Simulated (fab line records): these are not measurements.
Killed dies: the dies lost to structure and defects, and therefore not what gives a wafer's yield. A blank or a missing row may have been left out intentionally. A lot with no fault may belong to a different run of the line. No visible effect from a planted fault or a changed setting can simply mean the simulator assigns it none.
Matching of chambers :: flow gf180mcu :: GF_CONTACT_CMP_27 on cmp-02 has 4 sister chambers
The step polishes, stops on SiO2, t overpolish 15 s, target thk 0 nm. 8 wafers are shown with their chamber, then 7 later ones without.

EACH WAFER AND ITS CHAMBER
wafer: L231.6
chamber: 2
time-to-endpoint-s (s): 70
motor-current-A (A): 11.7

wafer: L236.2
chamber: 0
time-to-endpoint-s (s): 70
motor-current-A (A): 12.7

wafer: L236.5
chamber: 1
time-to-endpoint-s (s): 66
motor-current-A (A): 11.3

wafer: L245.2
chamber: 0
time-to-endpoint-s (s): 65
motor-current-A (A): 11.8

wafer: L245.3
chamber: 3
time-to-endpoint-s (s): 75
motor-current-A (A): 11.2

wafer: L245.6
chamber: 2
time-to-endpoint-s (s): 69
motor-current-A (A): 10.7

wafer: L247.2
chamber: 3
time-to-endpoint-s (s): 81
motor-current-A (A): 11.4

wafer: L247.5
chamber: 1
time-to-endpoint-s (s): 74
motor-current-A (A): 11.3

WAFERS WITH NO CHAMBER GIVEN
wafer: L247.6
time-to-endpoint-s (s): 73
motor-current-A (A): 11.0

wafer: L252.2
time-to-endpoint-s (s): 77
motor-current-A (A): 11.8

wafer: L252.4
time-to-endpoint-s (s): 68
motor-current-A (A): 11.6

wafer: L252.5
time-to-endpoint-s (s): 75
motor-current-A (A): 10.7

wafer: L253.1
time-to-endpoint-s (s): 72
motor-current-A (A): 11.0

wafer: L253.4
time-to-endpoint-s (s): 73
motor-current-A (A): 10.9

wafer: L253.5
time-to-endpoint-s (s): 71
motor-current-A (A): 10.9

EACH ONE'S CHAMBER
wafer: L247.6
from the rows above: can't be placed: 2 or 1 or 3 or 0
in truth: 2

wafer: L252.2
from the rows above: can't be placed: 3 or 1 or 2 or 0
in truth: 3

wafer: L252.4
from the rows above: can't be placed: 1 or 2 or 0 or 3
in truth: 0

wafer: L252.5
from the rows above: can't be placed: 3 or 2 or 1
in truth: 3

wafer: L253.1
from the rows above: can't be placed: 2 or 1 or 3
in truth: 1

wafer: L253.4
from the rows above: can't be placed: 2 or 1 or 3
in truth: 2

wafer: L253.5
from the rows above: can't be placed: 2 or 1 or 3
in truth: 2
0 of 7 placed correctly. Cannot be placed on the basis of these rows: 7; the candidates contain the true chamber in 7. Wrongly placed: 0.
How it was worked out, from the rows above alone: a wafer's distance from a chamber is the root of the sum, over the readings, of the square of ((its reading less the chamber's mean) divided by the reading's scatter). The wafer belongs to the nearest chamber; if the next one is less than 2 further off, it can't be placed. A chamber's mean is the mean of its shown wafers. How the scatter is found: for the shown wafers, subtract from each reading the mean of its chamber, square and add these, divide the total by (wafers less chambers), then take the root.
